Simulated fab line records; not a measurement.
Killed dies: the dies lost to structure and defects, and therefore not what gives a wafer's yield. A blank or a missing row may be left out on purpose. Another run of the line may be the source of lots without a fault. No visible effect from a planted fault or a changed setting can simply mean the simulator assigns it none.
fab line records ; flow sky130
[record] lots = 13; wafers = 39; lastDay = 50
route steps=708 shown METAL2@485 VIA2@510 CAPM@540 PAD_OPEN@708
lots that met no fault: from a run of the same line without faults
startH: hours from the record's first day to the start of the lot's first wafer shown ; waitH: hours since the lot's step before ; " same as the row above ; L1.1+2: a single row standing in for several wafers ; - value missing, or start not given ; * or withheld: withheld ; < > ~ a bound
route shown NAME@n: NAME is a module with steps in the file, n the number in the route of the first one ; usual: mean/standard deviation taken from wafers without a fault ; same: alike in all rows ; chamber/n: place in a boat ; sites: the reading at each site ; _std_site: standard deviation of those values ; _edge_site: the outer-site mean with the inner-site mean subtracted ; radiusMm: how far each site lies from the wafer's centre ; mask NAME#n: copy n ; behind: the most recent tool/chamber to have shaped the wafer ; hold: why the lot was held/for how many hours/how that ended ; device: names the non-switching transistor (n, p or np) ; end of line: the tests these same wafers got at the end of their route ; a step with no rows: only its recipe ; killed: the dies lost at the first sort to structure and to defects; this is not the yield of the wafer ; map: a wafer's dies, marking killed ones x, the rest . and places with no die _
set.NAME: the setting as run; set.NAME@STEP: as run at that earlier step ; model.NAME: the simulator's own value behind a step, which no gauge read
a sample of lots followed through the steps of the route, with each step as a table and each wafer as a row
services: a tool's chamber out of use, with start hour (startH, from the record's first day; less than 0 if before it), hours out, and reason
[[steps]]
[step SKY_METAL2_SPUTTER_02]
[recipe] material = AlCu; targetThkNm = 250; powerW = 10600; timeS = 13.3; chamberPressurePa = 0.4
[usual] cathodeDcPowerW = 10600/1.9; throttleValvePct = 30.1/0.51
lot.wafer;tool;chamber;startH;waitH;cathodeDcPowerW;throttleValvePct
L800.2;pvdSputter-04;-;809.92;0.0;10600;30.4
L800.4;pvdSputter-04;-;809.92;0.0;10601;30.1
L800.6;pvdSputter-04;-;809.92;0.0;10597;30.6
L801.1;pvdSputter-02;-;814.65;0.0;10599;30.4
L801.2;pvdSputter-02;-;814.65;0.0;10600;30.4
L801.6;pvdSputter-02;-;814.65;0.0;10601;31.1
L805.1;pvdSputter-03;-;848.04;0.0;10602;30.0
L805.4;pvdSputter-03;-;848.04;0.0;10600;30.2
L805.5;pvdSputter-03;-;848.04;0.0;10601;30.3
L807.3;pvdSputter-03;-;859.92;0.0;10599;30.1
L807.4;pvdSputter-03;-;859.92;0.0;10599;29.0
L807.5;pvdSputter-03;-;859.92;0.0;10597;30.7
L806.2;pvdSputter-03;-;860.87;0.0;10602;29.0
L806.5;pvdSputter-03;-;860.87;0.0;10601;29.9
L806.6;pvdSputter-03;-;860.87;0.0;10602;30.4
L808.1;pvdSputter-04;-;871.69;0.0;10597;30.7
L808.5;pvdSputter-04;-;871.69;0.0;10597;30.7
L808.6;pvdSputter-04;-;871.69;0.0;10600;30.2
L809.3;pvdSputter-04;-;881.25;0.0;10600;30.9
L809.4;pvdSputter-04;-;881.25;0.0;10600;30.0
L809.5;pvdSputter-04;-;881.25;0.0;10598;30.1
L810.2;pvdSputter-03;-;882.36;0.0;10602;29.0
L810.3;pvdSputter-03;-;882.36;0.0;10601;30.0
L810.5;pvdSputter-03;-;882.36;0.0;10602;29.9
L812.2;pvdSputter-02;-;898.80;0.0;10600;30.3
L812.4;pvdSputter-02;-;898.80;0.0;10600;30.6
L812.5;pvdSputter-02;-;898.80;0.0;10601;30.0
L813.3;pvdSputter-04;-;908.05;0.0;10600;30.6
L813.4;pvdSputter-04;-;908.05;0.0;10600;29.6
L813.5;pvdSputter-04;-;908.05;0.0;10601;29.5
L814.3;pvdSputter-04;-;917.62;0.0;10600;30.0
L814.5;pvdSputter-04;-;917.62;0.0;10602;29.4
L814.6;pvdSputter-04;-;917.62;0.0;10602;30.1
L820.4;pvdSputter-04;-;958.60;0.0;10602;30.1
L820.5;pvdSputter-04;-;958.60;0.0;10598;30.0
L820.6;pvdSputter-04;-;958.60;0.0;10601;30.6
L822.1;pvdSputter-03;-;976.58;0.0;10602;30.0
L822.4;pvdSputter-03;-;976.58;0.0;10598;30.5
L822.6;pvdSputter-03;-;976.58;0.0;10596;30.1
[step SKY_VIA2_BOW_MEAS_03]
[recipe] mode = bow
[usual] VIA2_BOW = 86/7.5
lot.wafer;tool;chamber;startH;waitH;VIA2_BOW[um]
L800.2;filmMetro-03;-;838.40;0.2;82
L800.4;filmMetro-03;-;838.40;0.2;88
L800.6;filmMetro-03;-;838.40;0.2;87
L801.1;filmMetro-04;-;842.98;0.1;96
L801.2;filmMetro-04;-;842.98;0.1;106
L801.6;filmMetro-04;-;842.98;0.1;81
L805.1;filmMetro-02;-;875.46;0.2;80
L805.4;filmMetro-02;-;875.46;0.2;90
L805.5;filmMetro-02;-;875.46;0.2;84
L807.3;filmMetro-04;-;886.90;0.1;89
L807.4;filmMetro-04;-;886.90;0.1;104
L807.5;filmMetro-04;-;886.90;0.1;89
L806.2;filmMetro-04;-;888.43;0.1;84
L806.5;filmMetro-04;-;888.43;0.1;91
L806.6;filmMetro-04;-;888.43;0.1;83
L808.1;filmMetro-04;-;899.26;0.2;86
L808.5;filmMetro-04;-;899.26;0.2;88
L808.6;filmMetro-04;-;899.26;0.2;74
L809.3;filmMetro-03;-;908.35;0.3;93
L809.4;filmMetro-03;-;908.35;0.3;80
L809.5;filmMetro-03;-;908.35;0.3;83
L810.2;filmMetro-04;-;909.69;0.3;111
L810.3;filmMetro-04;-;909.69;0.3;98
L810.5;filmMetro-04;-;909.69;0.3;85
L812.2;filmMetro-04;-;925.21;0.2;90
L812.4;filmMetro-04;-;925.21;0.2;78
L812.5;filmMetro-04;-;925.21;0.2;85
L813.3;filmMetro-02;-;934.12;0.2;76
L813.4;filmMetro-02;-;934.12;0.2;84
L813.5;filmMetro-02;-;934.12;0.2;90
L814.3;filmMetro-02;-;944.42;0.1;84
L814.5;filmMetro-02;-;944.42;0.1;80
L814.6;filmMetro-02;-;944.42;0.1;94
L820.4;filmMetro-04;-;984.39;0.2;89
L820.5;filmMetro-04;-;984.39;0.2;90
L820.6;filmMetro-04;-;984.39;0.2;91
L822.1;filmMetro-04;-;1002.07;0.1;88
L822.4;filmMetro-04;-;1002.07;0.1;79
L822.6;filmMetro-04;-;1002.07;0.1;74
[step SKY_VIA2_SPUTTER_20]
[recipe] material = TiN; targetThkNm = 20; chamberPressurePa = 5; powerW = 4000; timeS = 80
[usual] cathodeDcPowerW = 4000.0/0.66; throttleValvePct = 29.9/0.61
lot.wafer;tool;chamber;startH;waitH;cathodeDcPowerW;throttleValvePct
L800.2;pvdSputter-01;-;866.31;0.0;4000.2;30.6
L800.4;pvdSputter-01;-;866.31;0.0;3999.6;29.7
L800.6;pvdSputter-01;-;866.31;0.0;4000.3;30.1
L801.1;pvdSputter-04;-;870.07;0.0;4000.0;30.5
L801.2;pvdSputter-04;-;870.07;0.0;4000.4;30.0
L801.6;pvdSputter-04;-;870.07;0.0;3999.0;30.0
L805.1;pvdSputter-03;-;902.32;0.0;4000.0;29.2
L805.4;pvdSputter-03;-;902.32;0.0;3999.9;29.8
L805.5;pvdSputter-03;-;902.32;0.0;4000.9;30.0
L807.3;pvdSputter-03;-;913.50;0.0;4000.3;30.2
L807.4;pvdSputter-03;-;913.50;0.0;4000.6;30.3
L807.5;pvdSputter-03;-;913.50;0.0;4000.5;29.1
L806.2;pvdSputter-03;-;914.72;0.0;3999.9;30.0
L806.5;pvdSputter-03;-;914.72;0.0;3999.4;29.2
L806.6;pvdSputter-03;-;914.72;0.0;4000.3;30.2
L808.1;pvdSputter-03;-;924.97;0.0;3999.3;30.1
L808.5;pvdSputter-03;-;924.97;0.0;3999.4;29.6
L808.6;pvdSputter-03;-;924.97;0.0;3999.9;30.4
L809.3;pvdSputter-04;-;934.12;0.0;3999.8;29.6
L809.4;pvdSputter-04;-;934.12;0.0;3999.9;30.3
L809.5;pvdSputter-04;-;934.12;0.0;4000.6;30.2
L810.2;pvdSputter-03;-;935.12;0.0;3611.4;29.9
L810.3;pvdSputter-03;-;935.12;0.0;3611.1;30.1
L810.5;pvdSputter-03;-;935.12;0.0;3611.2;29.8
L812.2;pvdSputter-03;-;950.92;0.0;3611.4;28.6
L812.4;pvdSputter-03;-;950.92;0.0;3610.7;30.1
L812.5;pvdSputter-03;-;950.92;0.0;3609.9;29.1
L813.3;pvdSputter-04;-;959.58;0.0;3999.7;29.6
L813.4;pvdSputter-04;-;959.58;0.0;3999.7;30.6
L813.5;pvdSputter-04;-;959.58;0.0;3999.5;29.5
L814.3;pvdSputter-03;-;969.44;0.0;3612.8;29.4
L814.5;pvdSputter-03;-;969.44;0.0;3611.7;28.8
L814.6;pvdSputter-03;-;969.44;0.0;3610.7;30.6
L820.4;pvdSputter-01;-;1008.75;0.0;4000.3;29.8
L820.5;pvdSputter-01;-;1008.75;0.0;3999.9;30.3
L820.6;pvdSputter-01;-;1008.75;0.0;4000.0;31.5
L822.1;pvdSputter-03;-;1026.22;0.0;4000.5;30.0
L822.4;pvdSputter-03;-;1026.22;0.0;4000.2;29.1
L822.6;pvdSputter-03;-;1026.22;0.0;4000.1;30.5
[step SKY_CAPM_RS_MEAS_03]
[recipe] thkMeasGauge = four-point-probe; reads = TiN_of_CAPM_SPUTTER_02
[usual] CAPM_TIN_RS = 6.87/0.081
lot.wafer;tool;chamber;startH;waitH;CAPM_TIN_RS[ohm/sq]
L800.2;filmMetro-02;-;867.34;0.1;7.01
L800.4;filmMetro-02;-;867.34;0.1;6.97
L800.6;filmMetro-02;-;867.34;0.1;7.02
L801.1;filmMetro-04;-;871.10;0.1;6.98
L801.2;filmMetro-04;-;871.10;0.1;6.91
L801.6;filmMetro-04;-;871.10;0.1;6.98
L805.1;filmMetro-04;-;903.33;0.1;6.98
L805.4;filmMetro-04;-;903.33;0.1;6.95
L805.5;filmMetro-04;-;903.33;0.1;6.88
L807.3;filmMetro-01;-;914.55;0.1;6.92
L807.4;filmMetro-01;-;914.55;0.1;6.84
L807.5;filmMetro-01;-;914.55;0.1;6.80
L806.2;filmMetro-01;-;916.01;0.1;7.02
L806.5;filmMetro-01;-;916.01;0.1;6.98
L806.6;filmMetro-01;-;916.01;0.1;6.99
L808.1;filmMetro-04;-;925.98;0.1;6.86
L808.5;filmMetro-04;-;925.98;0.1;6.88
L808.6;filmMetro-04;-;925.98;0.1;6.88
L809.3;filmMetro-02;-;935.17;0.1;6.79
L809.4;filmMetro-02;-;935.17;0.1;6.83
L809.5;filmMetro-02;-;935.17;0.1;6.78
L810.2;filmMetro-02;-;936.15;0.1;6.81
L810.3;filmMetro-02;-;936.15;0.1;6.82
L810.5;filmMetro-02;-;936.15;0.1;6.82
L812.2;filmMetro-04;-;951.96;0.1;7.05
L812.4;filmMetro-04;-;951.96;0.1;6.97
L812.5;filmMetro-04;-;951.96;0.1;6.97
L813.3;filmMetro-02;-;960.64;0.1;6.85
L813.4;filmMetro-02;-;960.64;0.1;6.84
L813.5;filmMetro-02;-;960.64;0.1;6.84
L814.3;filmMetro-02;-;970.53;0.1;6.90
L814.5;filmMetro-02;-;970.53;0.1;6.98
L814.6;filmMetro-02;-;970.53;0.1;6.94
L820.4;filmMetro-01;-;1009.83;0.1;6.72
L820.5;filmMetro-01;-;1009.83;0.1;6.75
L820.6;filmMetro-01;-;1009.83;0.1;6.77
L822.1;filmMetro-01;-;1027.38;0.1;6.79
L822.4;filmMetro-01;-;1027.38;0.1;6.72
L822.6;filmMetro-01;-;1027.38;0.1;6.84
[step SKY_PAD_OPEN_PROBE_99]
[usual] defectLimitedYield = 82.8/2; killed_at_M0_to_M3 = 43/7.2; killed_at_M4_up = 3.0/2; killedAtContacts = 24/5.5; killedAtFrontEnd = 15/4.2; killedAtOther = 0.3/0.51; killedDies = 85/10; killedOpen = 46/7.3; killedShort = 38/6.4; sort_bin_3_pad_short = 0.9/0.42; sort_bin_5_function = 10.3/1.5; sort_bin_6_memory = 6.0/1.2; sortNPass = 407/10; sortYieldPct = 82.8/2
[same] grossDies = 492; killedAtBackSide = 0; sort_bin_4_leakage[%] = 0; sort_bin_8_speed[%] = 0
lot.wafer;tool;chamber;startH;waitH;defectLimitedYield[%];killed_at_M0_to_M3;killed_at_M4_up;killedAtContacts;killedAtFrontEnd;killedAtOther;killedDies;killedOpen;killedShort;sort_bin_3_pad_short[%];sort_bin_5_function[%];sort_bin_6_memory[%];sortNPass;sortYieldPct[%]
L814.3;prober-02;-;1171.93;0.2;83.9;33;4;26;16;0;79;46;33;0.8;10.4;4.9;413;83.9
L814.5;prober-02;-;1172.03;0.2;83.5;38;6;21;16;0;81;49;32;0.8;10.2;5.5;411;83.5
L814.6;prober-02;-;1172.08;0.2;82.1;44;1;26;17;0;88;55;33;1.2;10.6;6.1;404;82.1
// killed by level:class
L814.3 CONTACT:geometricParticle:open=11 VIA1:geometricParticle:open=9 LI_CONTACT:geometricParticle:open=7 LOCAL_INTERCONNECT:geometricParticle:short=5 VIA3:geometricParticle:open=5 FIELD_ISO:geometricParticle:short=4 POLY_GATE:geometricParticle:open=4 VIA1:geometricParticle:short=4
L814.5 VIA1:geometricParticle:open=10 LI_CONTACT:geometricParticle:open=7 VIA2:geometricParticle:open=7 VIA3:geometricParticle:open=6 FIELD_ISO:geometricParticle:short=4 CONTACT:geometricParticle:open=4 LOCAL_INTERCONNECT:geometricParticle:short=4 CONTACT:geometricParticle:short=4
L814.6 CONTACT:geometricParticle:open=11 VIA1:geometricParticle:open=11 VIA3:geometricParticle:open=9 LI_CONTACT:geometricParticle:open=8 VIA1:geometricParticle:short=8 POLY_GATE:geometricParticle:short=5 FIELD_ISO:geometricParticle:short=4 FIELD_ISO:geometricParticle:open=4
[[services]]
tool;chamber;startH;hours;kind
pvdSputter-04;-;812.25;5.8;repair
pvdSputter-03;-;814.58;1.2;repair
pvdSputter-04;-;859.06;4.7;repair
pvdSputter-01;-;867.88;12.1;repair
pvdSputter-01;-;936.49;51.4;repair
pvdSputter-01;-;953.44;6.6;repair
[[key]]
[firstSign] step = SKY_VIA2_SPUTTER_20; reading = cathodeDcPowerW; direction = down; sigmas = 99+; usual = 4000.0; struck = 3611.2
effect none on later readings
metAt SKY_VIA2_SPUTTER_20
struckLots L810,L812,L814
notActingAt SKY_METAL2_SPUTTER_02,SKY_VIA2_BOW_MEAS_03,SKY_CAPM_RS_MEAS_03
onsetBetween 924.97 935.12
[fault] kind = processParameterDrift; tool = pvdSputter-03; chamber = -; onsetH = 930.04; steps = SKY_VIA2_SPUTTER_20; channel = powerW; offset = *; shape = step; endH = 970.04; actsIn = *; stated = *
